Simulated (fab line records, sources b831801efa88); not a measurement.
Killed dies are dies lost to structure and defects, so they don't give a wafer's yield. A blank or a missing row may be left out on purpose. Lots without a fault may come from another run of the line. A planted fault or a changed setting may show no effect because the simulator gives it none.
Which tool did it? | flow gf180mcu | 14 lots, 42 wafers sampled, at 3 steps of a route of 602

WHAT THE GAUGES READ, wafer by wafer
GF_MIM_THK_MEAS_06. Usual: MIM_CVD_05_THK 42.1 nm, standard deviation 0.58.
lot  | measured     | on            | MIM_CVD_05_THK (nm) | flag
L334 | day 24 19:53 | film_metro-04 | 41.3 41.3 42.1      |
L335 | day 25 06:26 | film_metro-02 | 41.8 42.0 42.3      |
L337 | day 25 07:44 | film_metro-02 | 41.9 41.5 42.4      |
L336 | day 25 11:28 | film_metro-03 | 41.9 41.5 42.9      |
L340 | day 26 17:53 | film_metro-03 | 42.0 41.9 41.6      |
L341 | day 26 20:34 | film_metro-03 | 41.7 42.5 42.3      |
L342 | day 27 11:43 | film_metro-03 | 41.9 41.9 42.3      |
L343 | day 27 18:08 | film_metro-04 | 41.9 42.2 42.6      |
L344 | day 27 23:22 | film_metro-04 | 40.8 42.1 41.9      |
L345 | day 28 08:22 | film_metro-04 | 41.8 41.8 41.9      |
L347 | day 29 01:20 | film_metro-03 | 42.2 42.3 42.3      |
L348 | day 29 15:13 | film_metro-03 | 42.0 42.5 42.7      |
L350 | day 30 04:20 | film_metro-03 | 41.3 41.0 41.6      |
L352 | day 30 13:08 | film_metro-03 | 41.5 42.6 42.4      |

WHICH TOOL RAN EACH LOT (tool, then ch and the chambers of the sampled wafers, then the start)
lot  | GF_V4_SPUTTER_22             | GF_MIM_SPUTTER_04
L334 | pvd_sputter-04, day 24 18:58 | pvd_sputter-03, day 24 19:47
L335 | pvd_sputter-04, day 25 05:26 | pvd_sputter-03, day 25 06:22
L337 | pvd_sputter-04, day 25 06:50 | pvd_sputter-03, day 25 07:38
L336 | pvd_sputter-04, day 25 10:34 | pvd_sputter-02, day 25 11:23
L340 | pvd_sputter-01, day 26 16:58 | pvd_sputter-03, day 26 17:48
L341 | pvd_sputter-04, day 26 19:40 | pvd_sputter-03, day 26 20:29
L342 | pvd_sputter-02, day 27 10:32 | pvd_sputter-04, day 27 11:38
L343 | pvd_sputter-04, day 27 17:13 | pvd_sputter-02, day 27 18:02
L344 | pvd_sputter-04, day 27 22:28 | pvd_sputter-03, day 27 23:17
L345 | pvd_sputter-01, day 28 07:29 | pvd_sputter-04, day 28 08:17
L347 | pvd_sputter-04, day 29 00:26 | pvd_sputter-02, day 29 01:14
L348 | pvd_sputter-01, day 29 14:19 | pvd_sputter-03, day 29 15:08
L350 | pvd_sputter-01, day 30 03:27 | pvd_sputter-02, day 30 04:16
L352 | pvd_sputter-01, day 30 12:14 | pvd_sputter-02, day 30 13:02
- GF_V4_SPUTTER_22: material TiN, target thk 10 nm, time 40 s.
- GF_MIM_SPUTTER_04: material TiN, target thk 50 nm, time 41.7 s.

WHAT THE TOOLS THEMSELVES READ (means of the sampled wafers that have a number; where no wafer has one, the mark that the record gives instead)
GF_V4_SPUTTER_22. Usual: throttle_valve_pct 29.5 %, standard deviation 1.2.
lot  | tool           | throttle_valve_pct (%) | flag
L334 | pvd_sputter-04 | 28.8                   |
L335 | pvd_sputter-04 | 28.9                   |
L337 | pvd_sputter-04 | 28.8                   |
L336 | pvd_sputter-04 | 28.9                   |
L340 | pvd_sputter-01 | 30.4                   |
L341 | pvd_sputter-04 | 29.4                   |
L342 | pvd_sputter-02 | 29.6                   |
L343 | pvd_sputter-04 | 29.4                   |
L344 | pvd_sputter-04 | 29.2                   |
L345 | pvd_sputter-01 | 28.7                   |
L347 | pvd_sputter-04 | 28.7                   |
L348 | pvd_sputter-01 | 30.2                   |
L350 | pvd_sputter-01 | 30.5                   |
L352 | pvd_sputter-01 | 29.3                   |

GF_MIM_SPUTTER_04. Usual: throttle_valve_pct 29.5 %, standard deviation 0.93.
lot  | tool           | throttle_valve_pct (%) | flag
L334 | pvd_sputter-03 | 29.9                   |
L335 | pvd_sputter-03 | 29.1                   |
L337 | pvd_sputter-03 | 29.8                   |
L336 | pvd_sputter-02 | 30.4                   |
L340 | pvd_sputter-03 | 29.3                   |
L341 | pvd_sputter-03 | 29.6                   |
L342 | pvd_sputter-04 | 29.1                   |
L343 | pvd_sputter-02 | 31.4                   |
L344 | pvd_sputter-03 | 29.9                   |
L345 | pvd_sputter-04 | 28.9                   |
L347 | pvd_sputter-02 | 30.4                   |
L348 | pvd_sputter-03 | 29.1                   |
L350 | pvd_sputter-02 | 30.2                   |
L352 | pvd_sputter-02 | 30.0                   |

THE ANSWER, worked out from the rows above alone
Rule: a lot is off if the mean of its wafers that have a number lies more than 3 standard deviations from the usual mean. A lot without any number at a reading at which 4 lots or more have one is off too. The other lots that the step has rows for count as sound. The gauges are gone through in route order, then the tools' own readings, and for those a lot's mean is taken as printed above. The first step at which some lot is off is used, and at that step the reading that is off furthest; a lot without a number counts as furthest.
No lot is off at any reading shown: from this, nothing can be told.

WHAT THE SIMULATOR HAD PUT IN
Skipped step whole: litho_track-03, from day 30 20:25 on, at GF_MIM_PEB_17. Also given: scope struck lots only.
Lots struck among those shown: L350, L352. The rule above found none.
